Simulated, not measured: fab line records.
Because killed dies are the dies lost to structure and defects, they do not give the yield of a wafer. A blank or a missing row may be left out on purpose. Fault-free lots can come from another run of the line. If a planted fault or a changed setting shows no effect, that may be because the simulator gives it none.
A lot that was struck, set against a sound lot	flow sky130	38 out of 708 route steps
Sound: these wafers, L805.1, L805.2, L805.3. Struck: wafers L815.1, L815.4, L815.6. Last of all comes the cause.
Per side, at each step with rows, come the tool, then ch with its chambers, and then its first start. Under that, the readings that differ: sound wafers	struck wafers	difference of the means	sigmas: that difference in standard deviations of wafers without a fault.
alike: same words and numbers on both sides, and readings whose means sit less than 2 such deviations apart. not compared: any withheld reading, any reading some wafer has no value for, any bound like >300 that may hide the same value, and any number with overlapping values for which the record gives no deviation.
A row with sigmas, a row that says differs or no value, or rows on one side alone: a step with any of these is where the two part. Non-overlapping numbers with no deviation appear without sigmas and do not part them. Lack of a reading on every wafer of one side parts them only where that side has two or more wafers.

first, 10 steps without rows for these wafers: SKY_RES_PROTECT_DEHYDRATE_00 (time 60 s); SKY_RES_PROTECT_HMDS_01 (prime time 60 s); SKY_RES_PROTECT_COAT_02 (resist thk 1140 nm); SKY_RES_PROTECT_SOFTBAKE_03 (time 60 s); SKY_RES_PROTECT_EXPOSE_04 (exposes mask RPM, target cd 1270 nm); SKY_RES_PROTECT_PEB_05; SKY_RES_PROTECT_DEVELOP_06 (develop time 60 s); SKY_POLY_GATE_IMPLANT_02; SKY_RES_PROTECT_STRIP_07 (strips in O2/N2); SKY_RES_PROTECT_CLEAN_09 (cleans in SC1/SC2, time 150 s).
SKY_POLY_GATE_CVD_03: deposits Si3N4 from DCS/NH3, target thk 75 nm, time 1290 s.
  sound on lpcvd-02 ch 0, day 18 17:47; struck on lpcvd-02 ch 1, day 22 11:35
reading	sound	struck	difference	sigmas
zone_power_centre_pct (%)	13.9 13.5 13.7	14.7 14.9 14.9	+1.1	+2
model.Si3N4_of_POLY_GATE_CVD_03.thk_nm (nm)	75.57 75.55 75.95	54.29 53.87 54.28	-21.54	
  alike: spike_tc_bottom_C, zone_power_lower_pct
SKY_POLY_GATE_THK_MEAS_04:
  sound: film_metro-04 at day 18 19:08; struck: film_metro-01 at day 22 13:37
reading	sound	struck	difference	sigmas
POLY_GATE_CVD_03_THK (nm)	75.6 75.5 75.9	54.3 53.9 54.3	-21.5	-39
then, 9 steps without rows for these wafers: SKY_POLY_GATE_DEHYDRATE_05 (time 60 s); SKY_POLY_GATE_HMDS_06 (prime time 60 s); SKY_POLY_GATE_COAT_07 (resist thk 110 nm); SKY_POLY_GATE_COAT_08 (resist thk 450 nm); SKY_POLY_GATE_SOFTBAKE_09 (time 90 s); SKY_POLY_GATE_EXPOSE_10 (exposes mask P1M, target cd 150 nm); SKY_POLY_GATE_PEB_11; SKY_POLY_GATE_DEVELOP_12 (develop time 60 s); SKY_POLY_GATE_ETCH_15 (etches BARC in N2/H2, stops on SiO2, time 118.5 s, target depth 110 nm).
SKY_POLY_GATE_ETCH_16: etches Si3N4 in CH3F/O2, stops on poly-Si, time 147.5 s, target depth 75 nm.
  sound on rie_diel-02 ch 1,2,3, day 20 03:00; struck on rie_diel-01 ch 0,2,3, day 23 20:31
reading	sound	struck	difference	sigmas
oes_product_au (a.u.)	0.639 0.638 0.646	0.576 0.564 0.566	-0.072	-15
model.etch.depth_nm (nm)	75.57 75.55 75.95	54.29 53.87 54.28	-21.54	
  alike: drypump_motor_current_A, rf_fwd_power_W, throttle_valve_pct
  not compared: rf_hours_counter_h
then, 13 steps without rows for these wafers: SKY_POLY_GATE_ETCH_17 (etches poly-Si in HBr/Cl2, stops on SiO2, target depth 180 nm, time 70.5 s); SKY_POLY_GATE_STRIP_18 (strips in O2/N2); SKY_POLY_GATE_CLEAN_19 (cleans in SC1/SC2, time 150 s); SKY_POLY_GATE_OXIDATION_20 (stabilise 600 s, purge 300 s, target thk 4 nm); SKY_LDD_N_DEHYDRATE_00 (time 60 s); SKY_LDD_N_HMDS_01 (prime time 60 s); SKY_LDD_N_COAT_02 (resist thk 300 nm); SKY_LDD_N_SOFTBAKE_03 (time 60 s); SKY_LDD_N_EXPOSE_04 (exposes mask NTM, target cd 840 nm); SKY_LDD_N_PEB_05; SKY_LDD_N_DEVELOP_06 (develop time 60 s); SKY_LDD_N_IMPLANT_08; SKY_LDD_N_IMPLANT_09.
-- the record jumps here: 6 days lie between the struck wafers' starts before and after (it left off in module LDD_N and takes up again in module LDD_LDN, whose first step shown is number 303 of the route) --
SKY_LDD_LDN_CLEAN_14: cleans in SC1/SC2, time 150 s.
  sound on wet_bench-01 ch 2, day 26 11:55; struck on wet_bench-01 ch 3, day 30 00:49
reading	sound	struck	difference	sigmas
bath_guard_temp_C (C)	69.1 69.2 68.7	70.6 70.9 70.2	+1.6	+2
model.Si3N4_of_POLY_GATE_CVD_03.thk_nm (nm)	75.43 75.41 75.82	54.15 53.74 54.15	-21.54	
SKY_POLY_CUT_ETCH_11: etches Si3N4 in CF4/CH2F2/Ar, stops on poly-Si, time 42.5 s, target depth 60 nm.
  sound on rie_diel-01 ch 1,2,3, day 27 18:25; struck on rie_diel-04 ch 0,2, day 31 06:24
reading	sound	struck	difference	sigmas
oes_product_au (a.u.)	0.834 0.832 0.834	0.701 0.704 0.703	-0.131	-25
throttle_valve_pct (%)	15.007 14.999 14.995	14.975 14.970 14.975	-0.027	-3
model.etch.depth_nm (nm)	62.28 62.39 62.9	44.84 44.57 44.94	-17.74	
model.POLY_CUT.feature_depth_nm (nm)	62.37 62.48 63	44.93 44.66 45.03	-17.74	
  alike: ch2f2_flow_sccm, drypump_motor_current_A, rf_fwd_power_W
  not compared: rf_hours_counter_h
-- the record jumps here: 19 days lie between the struck wafers' starts before and after (it left off in module POLY_CUT and takes up again in module PAD_OPEN, whose first step shown is number 708 of the route) --
SKY_PAD_OPEN_PROBE_99:
  sound: prober-01 at day 48 04:34; struck: prober-01 at day 50 10:24
reading	sound	struck	difference	sigmas
model.etest.licon_poly.rc_ohm	152.5 150.3 151.8	158.5 164.6 158.6	+9.0	
  alike: killed_at_M0_to_M3, killed_at_M4_up, killed_at_contacts, killed_at_front_end, killed_at_other, killed_dies, killed_open, killed_short
  not compared: model.etest.cap_li_to_poly.c_af_um2

WHERE THEY PART
First at SKY_POLY_GATE_CVD_03; last, within this record, at SKY_POLY_CUT_ETCH_11. Later steps at which nothing parts them and some readings are alike: SKY_PAD_OPEN_PROBE_99.

WHY: the cause the simulator had injected
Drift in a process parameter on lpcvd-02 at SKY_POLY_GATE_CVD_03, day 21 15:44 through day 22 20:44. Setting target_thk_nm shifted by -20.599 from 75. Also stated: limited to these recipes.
